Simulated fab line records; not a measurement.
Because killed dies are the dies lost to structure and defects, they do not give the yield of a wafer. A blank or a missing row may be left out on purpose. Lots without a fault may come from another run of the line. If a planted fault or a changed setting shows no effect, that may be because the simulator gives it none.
2 desks looking at one fault || flow sky130 || every desk sees just its own numbers, and what lay behind them comes last

AT THE TOOL OWNER'S DESK: implanter-01
SKY_VT_ADJUST_LVTN_IMPLANT_08, tool's own readings: per-lot mean of the sampled wafers with a number, covering each lot this tool ran. Any lot whose mean is over 4 standard deviations away from the usual mean is out of limits and marked OUT; that distance is given in the brackets.
Columns: A = dose-ions-cm2 at SKY_VT_ADJUST_LVTN_IMPLANT_08, usual 1.5699e+12
{"lot": "L812", "first seen here": "day 9 13:44", "A": 1.5684e+12}
{"lot": "L815", "first seen here": "day 10 12:29", "A": "1.5162e+12 (-34) OUT"}
{"lot": "L816", "first seen here": "day 10 14:47", "A": "1.5169e+12 (-33) OUT"}
This desk's verdict: out of limits on L815, L816, starting with L815 at day 10 12:29 (dose-ions-cm2 at SKY_VT_ADJUST_LVTN_IMPLANT_08). L812: within limits.

METROLOGY DESK
Means of the sampled wafers that have a number, per lot and without regard to the tool the lot ran on: this is what the gauges read. Any lot whose mean is over 4 standard deviations away from the usual mean is out of limits and marked OUT; that distance is given in the brackets.
Columns: A = FIELD_ISO_OXIDATION_00_THK at SKY_FIELD_ISO_THK_MEAS_02, usual 11.94 nm; B = NWELL_00_OVL at SKY_NWELL_OVL_MEAS_10, usual -0.1 nm; C = LDD_LDN_TW at SKY_LDD_LDN_TW_MEAS_13, usual 1497
{"lot": "L802", "first seen here": "day 1 11:39", "A": 11.86, "B": -0.2, "C": 1492}
{"lot": "L803", "first seen here": "day 1 17:23", "A": 11.86, "B": 1.0, "C": 1484}
{"lot": "L804", "first seen here": "day 1 22:43", "A": 11.93, "B": -2.1, "C": 1501}
{"lot": "L805", "first seen here": "day 2 03:32", "A": 12.15, "B": 1.1, "C": 1491}
{"lot": "L806", "first seen here": "day 2 10:28", "A": 12.02, "B": -1.9, "C": 1503}
{"lot": "L807", "first seen here": "day 2 14:44", "A": 12.04, "B": 0.1, "C": 1499}
{"lot": "L808", "first seen here": "day 2 20:40", "A": 11.79, "B": 0.4, "C": 1506}
{"lot": "L812", "first seen here": "day 3 14:24", "A": 11.95, "B": -0.5, "C": 1508}
{"lot": "L815", "first seen here": "day 4 04:38", "A": 11.68, "B": 0.3, "C": 1504}
{"lot": "L816", "first seen here": "day 4 10:44", "A": 12.06, "B": 0.1, "C": 1478}
{"lot": "L819", "first seen here": "day 5 01:01", "A": 11.81, "B": 1.0, "C": 1486}
{"lot": "L820", "first seen here": "day 5 07:27", "A": 12.18, "B": -1.0, "C": 1502}
{"lot": "L821", "first seen here": "day 5 10:38", "A": 12.35, "B": 1.1, "C": 1496}
{"lot": "L824", "first seen here": "day 6 03:01", "A": 11.99, "B": 0.4, "C": 1516}
This desk found nothing out of limits on any of the 14 lots.

PUT TOGETHER
An alarm could have come from the tool owner's desk at day 10 12:29, on L815, L816.
From the metrology desk's view, nothing was out of limits.
The metrology desk has L815, L816 on record, within its limits.
On implanter-01, each named lot ran SKY_VT_ADJUST_LVTN_IMPLANT_08.

WHAT WAS PUT IN BY THE SIMULATOR
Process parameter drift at SKY_VT_ADJUST_LVTN_IMPLANT_08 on implanter-01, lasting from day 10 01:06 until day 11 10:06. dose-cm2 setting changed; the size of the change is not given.
Shown lots that were struck: L815, L816.
How many hours passed from the start of the fault until each desk's first out-of-limits reading: the tool owner's desk, 11.
